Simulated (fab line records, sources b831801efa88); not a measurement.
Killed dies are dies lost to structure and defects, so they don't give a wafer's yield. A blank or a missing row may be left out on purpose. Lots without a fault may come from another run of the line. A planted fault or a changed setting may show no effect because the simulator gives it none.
Which tool did it? | flow gf180mcu | 13 lots, 39 wafers sampled, at 4 steps of a route of 602

WHAT THE GAUGES READ, wafer by wafer
GF_VT_IMPLANT_TW_MEAS_32. Usual: VT_IMPLANT_3_TW 269.0, standard deviation 1.3.
lot  | measured     | on            | VT_IMPLANT_3_TW   | flag
L435 | day 6 18:45  | film_metro-03 | 269.3 270.5 268.6 |
L436 | day 7 08:41  | film_metro-01 | 271.8 271.4 270.1 |
L437 | day 7 11:40  | film_metro-01 | 271.1 271.5 270.9 |
L438 | day 7 20:16  | film_metro-04 | 269.6 271.3 268.9 |
L439 | day 8 00:31  | film_metro-01 | 316.1 315.4 314.6 | OFF
L442 | day 8 20:39  | film_metro-04 | 315.1 314.8 316.0 | OFF
L449 | day 10 15:13 | film_metro-03 | 266.9 267.8 269.0 |
L451 | day 11 05:48 | film_metro-03 | 268.6 270.0 268.6 |
L452 | day 11 12:43 | film_metro-03 | 269.8 268.8 269.3 |
L453 | day 12 00:49 | film_metro-03 | 268.6 269.0 269.7 |
L454 | day 12 06:00 | film_metro-01 | 271.1 270.1 269.7 |
L455 | day 12 08:12 | film_metro-04 | 267.5 267.2 266.8 |
L457 | day 12 20:38 | film_metro-01 | 268.7 269.1 270.0 |

GF_DUAL_GATE_THK_MEAS_03. Usual: DUAL_GATE_OXIDATION_00_THK 10.88 nm, standard deviation 0.24.
lot  | measured     | on            | DUAL_GATE_OXIDATION_00_THK (nm) | flag
L435 | day 7 13:50  | film_metro-01 | 10.80 10.78 10.86               |
L436 | day 8 03:04  | film_metro-01 | 10.15 10.30 10.47               |
L437 | day 8 06:49  | film_metro-04 | 10.71 10.60 10.71               |
L438 | day 8 14:58  | film_metro-02 | 10.79 10.91 11.13               |
L439 | day 8 20:19  | film_metro-04 | 11.00 11.12 11.21               |
L442 | day 9 16:38  | film_metro-02 | 10.81 11.02 10.78               |
L449 | day 11 11:21 | film_metro-02 | 10.86 10.88 10.83               |
L451 | day 12 03:58 | film_metro-02 | 11.33 11.25 11.31               |
L452 | day 12 10:32 | film_metro-02 | 10.87 10.80 10.79               |
L453 | day 12 23:03 | film_metro-04 | 10.71 10.75 10.53               |
L454 | day 13 04:29 | film_metro-04 | 11.02 10.84 11.07               |
L455 | day 13 08:49 | film_metro-04 | 11.28 11.32 11.16               |
L457 | day 13 19:05 | film_metro-04 | 10.87 10.63 10.93               |

GF_DUAL_GATE_OVL_MEAS_11. Usual: DUAL_GATE_OVL -1.8 nm, standard deviation 1.2.
lot  | measured     | on         | DUAL_GATE_OVL (nm) | flag
L435 | day 8 05:40  | overlay-02 | -2.3 -1.9 -2.9     |
L436 | day 8 19:52  | overlay-01 | -2.7 -2.9 -1.8     |
L437 | day 8 22:56  | overlay-01 | -1.4 -2.7 -1.2     |
L438 | day 9 07:04  | overlay-01 | 0.3 1.6 0.0        |
L439 | day 9 13:22  | overlay-01 | -2.5 -2.0 0.7      |
L442 | day 10 10:04 | overlay-01 | -2.3 -2.4 -2.0     |
L449 | day 12 06:15 | overlay-01 | -2.2 -0.4 -2.0     |
L451 | day 12 23:07 | overlay-02 | -1.6 -1.4 -1.9     |
L452 | day 13 06:35 | overlay-02 | -1.0 -0.6 -1.7     |
L453 | day 13 18:35 | overlay-01 | -2.8 -3.6 -1.7     |
L454 | day 14 00:56 | overlay-01 | -3.2 -2.9 -2.7     |
L455 | day 14 04:52 | overlay-02 | -1.1 -1.7 -1.2     |
L457 | day 14 15:23 | overlay-02 | -2.0 -1.7 -3.7     |

WHICH TOOL RAN EACH LOT (tool, then ch and the chambers of the sampled wafers, then the start)
lot  | GF_VT_IMPLANT_IMPLANT_30
L435 | implanter-03 ch 0, day 6 18:30
L436 | implanter-02 ch 0, day 7 08:28
L437 | implanter-02 ch 0, day 7 11:25
L438 | implanter-02 ch 0, day 7 20:02
L439 | implanter-02 ch 0, day 8 00:16
L442 | implanter-02 ch 0, day 8 20:24
L449 | implanter-01 ch 0, day 10 15:01
L451 | implanter-03 ch 0, day 11 05:33
L452 | implanter-02 ch 0, day 11 12:28
L453 | implanter-01 ch 0, day 12 00:36
L454 | implanter-03 ch 0, day 12 05:45
L455 | implanter-01 ch 0, day 12 07:57
L457 | implanter-03 ch 0, day 12 20:23
- GF_VT_IMPLANT_IMPLANT_30

WHAT THE TOOLS THEMSELVES READ (means of the sampled wafers that have a number; where no wafer has one, the mark that the record gives instead)
GF_VT_IMPLANT_IMPLANT_30. Usual: dose_ions_cm2 2.534e+12, standard deviation 3.1e+09; faraday_current_uA 14.2, standard deviation 0.33.
lot  | tool         | dose_ions_cm2 | faraday_current_uA | flag
L435 | implanter-03 | 2.532e+12     | 14.1               |
L436 | implanter-02 | 2.538e+12     | 14.2               |
L437 | implanter-02 | 2.534e+12     | 14.2               |
L438 | implanter-02 | 2.537e+12     | 14.1               |
L439 | implanter-02 | 4.327e+12     | 24.9               | OFF
L442 | implanter-02 | 4.327e+12     | 24.5               | OFF
L449 | implanter-01 | 2.533e+12     | 14.6               |
L451 | implanter-03 | 2.534e+12     | 14.2               |
L452 | implanter-02 | 2.534e+12     | 14.1               |
L453 | implanter-01 | 2.532e+12     | 14.5               |
L454 | implanter-03 | 2.536e+12     | 14.0               |
L455 | implanter-01 | 2.537e+12     | 14.0               |
L457 | implanter-03 | 2.534e+12     | 14.2               |

THE ANSWER, worked out from the rows above alone
Rule: a lot is off if the mean of its wafers that have a number lies more than 3 standard deviations from the usual mean. A lot without any number at a reading at which 4 lots or more have one is off too. The other lots that the step has rows for count as sound. The gauges are gone through in route order, then the tools' own readings, and for those a lot's mean is taken as printed above. The first step at which some lot is off is used, and at that step the reading that is off furthest; a lot without a number counts as furthest.
Off: L439, L442, at GF_VT_IMPLANT_TW_MEAS_32 (VT_IMPLANT_3_TW).
A tool fits if, at a process step before that reading, it ran every lot that is off, and no sound lot after the first of them. The gauges at GF_VT_IMPLANT_TW_MEAS_32 aren't tried: what is off there is off at GF_VT_IMPLANT_IMPLANT_30 too, on other tools, and a gauge's error can't cause that. None of those tried fits.

WHAT THE SIMULATOR HAD PUT IN
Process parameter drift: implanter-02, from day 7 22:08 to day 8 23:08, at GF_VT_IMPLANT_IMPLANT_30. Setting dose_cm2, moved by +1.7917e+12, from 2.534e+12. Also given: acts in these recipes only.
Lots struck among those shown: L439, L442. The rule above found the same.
